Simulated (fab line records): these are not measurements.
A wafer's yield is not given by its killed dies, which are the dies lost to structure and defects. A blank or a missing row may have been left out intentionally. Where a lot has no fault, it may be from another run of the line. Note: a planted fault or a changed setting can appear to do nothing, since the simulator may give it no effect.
fab line records    flow gf180mcu    part 2 of 2: steps 24 to 34 of 34
record lots=5  wafers=15  lastDay=33
route steps=602 shown MIM@515 M5@526 V5@540
lots that met no fault: taken from a fault-free run of the same line
startH: hours from the record's opening day to when the first of the lot's shown wafers began    waitH: hours since the lot's step before    " the same as in the row above    L1.1+2: one row covering several wafers at once    - either no value or no given start    * or withheld: withheld    < > ~ a bound
route shown NAME@n: NAME is a module with steps in the file, n the number in the route of the first one    usual: average and standard deviation across the fault-free wafers    same: alike in all rows    chamber/n: place in a boat    sites: per-site readings    _std_site: the standard deviation of these    _edge_site: inner sites' mean taken away from outer sites' mean    radiusMm: for every site, how far away it sits from the centre of the wafer    mask NAME#n: copy n    behind: the most recent tool/chamber to have shaped the wafer    hold: what put the lot on hold/how long, in hours/how the hold closed    device: which transistor (n, p or np) failed to switch    end of line: tests of these same wafers at the route's end    where a step has no rows: the recipe by itself    killed: at the first sort, the dies lost to defects and structure; wafer yield is something else    map: per-die view of a wafer (x killed, . not killed, _ where there is no die)
set.NAME: the setting as run; set.NAME@STEP: as run at that earlier step    model.NAME: the simulator's own value behind a step, which no gauge read
lots at selected steps of the route; one table per step, one row per wafer
services: a tool's chamber out of use, with start hour (startH, from the record's first day; less than 0 if before it), hours out, and reason
## steps
# step GF_M5_STRIP_12
# recipe chemistry=postEtchResidueRemover  timeS=1200  tempC=72.5
lot.wafer   tool         chamber  startH  waitH
L074.2+3+5  wetBench-04  1        607.20  0.1
L081.2+3+5  wetBench-03  1        663.91  0.1
L082.2+3+6  wetBench-04  0        672.79  0.1
L084.2+4+5  wetBench-01  1        687.35  0.1
L089.1+2+6  wetBench-01  1        725.53  0.1
# step GF_M5_CLEAN_13
# recipe chemistry=DIW  dry=n2Spin
lot.wafer   tool         chamber  startH  waitH
L074.2+3+5  wetBench-03  3        607.54  0.0
L081.2+3+5  wetBench-01  1        664.26  0.0
L082.2+3+6  wetBench-04  1        673.13  0.0
L084.2+4+5  wetBench-03  0        687.72  0.0
L089.1+2+6  wetBench-03  3        725.87  0.0
# step GF_V5_CVD_00
# recipe material=SiO2  targetThkNm=300  sigmaOpenFrac=0.3  tempC=400  timeS=50  sih4FlowSccm=60  pressureMtorr=6
lot.wafer   tool       chamber  startH  waitH
L074.2+3+5  hdpcvd-02  1,0,0    607.64  0.0
L081.2+3+5  hdpcvd-02  2,1,0    664.36  0.0
L082.2+3+6  hdpcvd-02  2,1,2    673.23  0.0
L084.2+4+5  hdpcvd-02  1,2,0    687.84  0.0
L089.1+2+6  hdpcvd-02  2,1,1    725.97  0.0
# step GF_V5_THK_MEAS_01
# recipe reads=SiO2_of_V5_CVD_00
# usual V5_CVD_00_THK=301/3
lot.wafer  tool          chamber  startH  waitH  V5_CVD_00_THK[nm]
L074.2     filmMetro-04  -        607.70  0.0    307
L074.3     "             -        "       "      299
L074.5     "             -        "       "      306
L081.2     filmMetro-01  -        664.41  0.0    304
L081.3     "             -        "       "      303
L081.5     "             -        "       "      303
L082.2     filmMetro-02  -        673.28  0.0    300
L082.3     "             -        "       "      298
L082.6     "             -        "       "      302
L084.2     filmMetro-04  -        687.90  0.0    296
L084.4     "             -        "       "      302
L084.5     "             -        "       "      298
L089.1     filmMetro-04  -        726.01  0.0    305
L089.2     "             -        "       "      303
L089.6     "             -        "       "      306
# step GF_V5_CVD_02
# recipe material=SiO2  targetThkNm=1450  precursor=TEOS  tempC=400  timeS=163.28  rfW=600
# usual heaterPowerW=653/120
lot.wafer  tool      chamber  startH  waitH  heaterPowerW
L074.2     pecvd-03  0        607.75  0.0    825
L074.3     "         1        "       "      756
L074.5     "         0        "       "      680
L081.2     pecvd-03  1        664.46  0.0    773
L081.3     "         2        "       "      834
L081.5     "         1        "       "      637
L082.2     pecvd-04  1        673.33  0.0    649
L082.3     "         2        "       "      648
L082.6     "         0        "       "      558
L084.2     pecvd-03  0        687.95  0.0    834
L084.4     "         2        "       "      672
L084.5     "         0        "       "      678
L089.1     pecvd-04  0        726.07  0.1    545
L089.2     "         2        "       "      525
L089.6     "         0        "       "      448
# step GF_V5_THK_MEAS_03
# recipe reads=SiO2_of_V5_CVD_02
# usual V5_CVD_02_THK=1446/22
lot.wafer  tool          chamber  startH  waitH  V5_CVD_02_THK[nm]
L074.2     filmMetro-01  -        607.87  0.1    1411
L074.3     "             -        "       "      1413
L074.5     "             -        "       "      1420
L081.2     filmMetro-02  -        664.58  0.1    1419
L081.3     "             -        "       "      1401
L081.5     "             -        "       "      1468
L082.2     filmMetro-01  -        673.45  0.1    1441
L082.3     "             -        "       "      1448
L082.6     "             -        "       "      1468
L084.2     filmMetro-04  -        688.07  0.1    1418
L084.4     "             -        "       "      1451
L084.5     "             -        "       "      1459
L089.1     filmMetro-01  -        726.18  0.1    1440
L089.2     "             -        "       "      1452
L089.6     "             -        "       "      1476
# step GF_V5_CMP_04
# recipe material=SiO2  downForcePsi=4  platenRpm=60  padVelocityMS=0.94248
# usual headPressurePsi=3.999/0.0093  motorCurrentA=11.7/1.2
lot.wafer  tool    chamber  startH  waitH  headPressurePsi  motorCurrentA
L074.3     cmp-01  2        607.92  0.0    3.999            11.3
L074.2     "       3        "       "      4.000            10.4
L074.5     "       2        "       "      3.979            11.2
L081.2     cmp-01  1        664.63  0.0    4.009            13.5
L081.3     "       0        "       "      4.002            13.3
L081.5     "       1        "       "      3.985            12.5
L082.2     cmp-02  1        673.55  0.1    3.993            9.4
L082.3     "       0        "       "      3.992            11.4
L082.6     "       1        "       "      4.000            10.6
L084.4     cmp-01  0        688.22  0.1    3.996            12.7
L084.2     "       1        "       "      3.995            13.4
L084.5     "       2        "       "      4.000            11.0
L089.2     cmp-01  1        726.24  0.0    3.999            14.1
L089.1     "       3        "       "      3.999            10.0
L089.6     "       1        "       "      4.013            13.0
# step GF_V5_BOW_MEAS_05
# recipe mode=bow
# usual V5_BOW=133/9.2
lot.wafer  tool          chamber  startH  waitH  V5_BOW[um]
L074.2     filmMetro-02  -        608.24  0.2    139
L074.3     "             -        "       "      149
L074.5     "             -        "       "      127
L081.2     filmMetro-01  -        664.95  0.3    141
L081.3     "             -        "       "      142
L081.5     "             -        "       "      147
L082.2     filmMetro-02  -        673.92  0.3    134
L082.3     "             -        "       "      139
L082.6     "             -        "       "      128
L084.2     filmMetro-04  -        688.44  0.1    132
L084.4     "             -        "       "      131
L084.5     "             -        "       "      136
L089.1     filmMetro-04  -        726.54  0.1    133
L089.2     "             -        "       "      129
L089.6     "             -        "       "      132
# step GF_V5_DEHYDRATE_06
# recipe tempC=200  timeS=60
# usual chillPlateTempC=23.00/0.11
lot.wafer  tool           chamber  startH  waitH  chillPlateTempC
L074.2     lithoTrack-04  0        617.87  9.6    23.01
L074.3     "              0        "       "      22.88
L074.5     "              0        "       "      22.96
L081.2     lithoTrack-02  0        673.95  9.0    23.10
L081.3     "              0        "       "      23.09
L081.5     "              0        "       "      23.20
L082.2     lithoTrack-04  0        682.62  8.7    23.10
L082.3     "              0        "       "      23.21
L082.6     "              0        "       "      23.10
L084.2     lithoTrack-04  0        697.22  8.8    22.95
L084.4     "              0        "       "      22.96
L084.5     "              0        "       "      22.91
L089.1     lithoTrack-04  0        734.79  8.2    23.02
L089.2     "              0        "       "      22.89
L089.6     "              0        "       "      23.00
# step GF_V5_HMDS_07
# recipe primeTimeS=60  primeTempC=120
# usual chillPlateTempC=22.98/0.11
# same primeTimeS=60
lot.wafer  tool           chamber  startH  waitH  chillPlateTempC
L074.2     lithoTrack-04  0        618.02  0.1    22.93
L074.3     "              0        "       "      22.97
L074.5     "              0        "       "      22.81
L081.2     lithoTrack-02  0        674.10  0.1    22.98
L081.3     "              0        "       "      23.18
L081.5     "              0        "       "      23.09
L082.2     lithoTrack-04  0        682.77  0.1    22.86
L082.3     "              0        "       "      22.92
L082.6     "              0        "       "      22.80
L084.2     lithoTrack-04  0        697.37  0.1    23.03
L084.4     "              0        "       "      22.98
L084.5     "              0        "       "      22.94
L089.1     lithoTrack-04  0        734.94  0.1    22.79
L089.2     "              0        "       "      22.89
L089.6     "              0        "       "      22.97
# step GF_V5_COAT_08
# recipe resist=BARC  tempC=withheld  timeS=withheld  spinRpm=withheld  resistThkNm=withheld
# usual chillPlateTempC=*
lot.wafer  tool           chamber  startH  waitH  chillPlateTempC
L074.2     lithoTrack-04  0        618.17  0.1    *
L074.3     "              0        "       "      *
L074.5     "              0        "       "      *
L081.2     lithoTrack-02  0        674.25  0.1    *
L081.3     "              0        "       "      *
L081.5     "              0        "       "      *
L082.2     lithoTrack-04  0        682.92  0.1    *
L082.3     "              0        "       "      *
L082.6     "              0        "       "      *
L084.2     lithoTrack-04  0        697.52  0.1    *
L084.4     "              0        "       "      *
L084.5     "              0        "       "      *
L089.1     lithoTrack-04  0        735.09  0.1    *
L089.2     "              0        "       "      *
L089.6     "              0        "       "      *
## services
tool             chamber  startH  hours  kind
krfScanner-02    -        561.99  3.6    pm
plasmaAsher-04   -        566.84  10.2   repair
cmp-01           -        569.31  7.0    pm
plasmaAsher-02   -        571.59  28.1   pm
plasmaAsher-04   -        585.91  2.8    pm
cmp-01           -        586.65  4.4    pm
plasmaAsher-04   -        588.67  0.5    repair
rieDiel-03       -        590.12  0.9    repair
rieMetal-04      -        632.44  2.8    pm
rieDiel-03       2        638.81  1.4    repair
krfScanner-02    -        639.63  0.8    pm
cmp-01           -        646.01  10.2   repair
krfScanner-02    -        653.12  1.0    pm
rieDiel-03       1        655.48  12.8   repair
wetBench-04      -        662.02  5.0    repair
plasmaAsher-02   -        673.74  1.3    repair
ilineStepper-02  -        677.55  4.4    repair
plasmaAsher-02   -        689.22  15.6   pm
ilineStepper-02  -        691.45  1.7    pm
pecvd-03         -        695.57  5.5    pm
wetBench-04      -        697.87  4.1    repair
cmp-01           -        700.79  2.4    repair
rieDiel-03       -        710.97  1.0    repair
plasmaAsher-04   -        733.75  9.0    pm
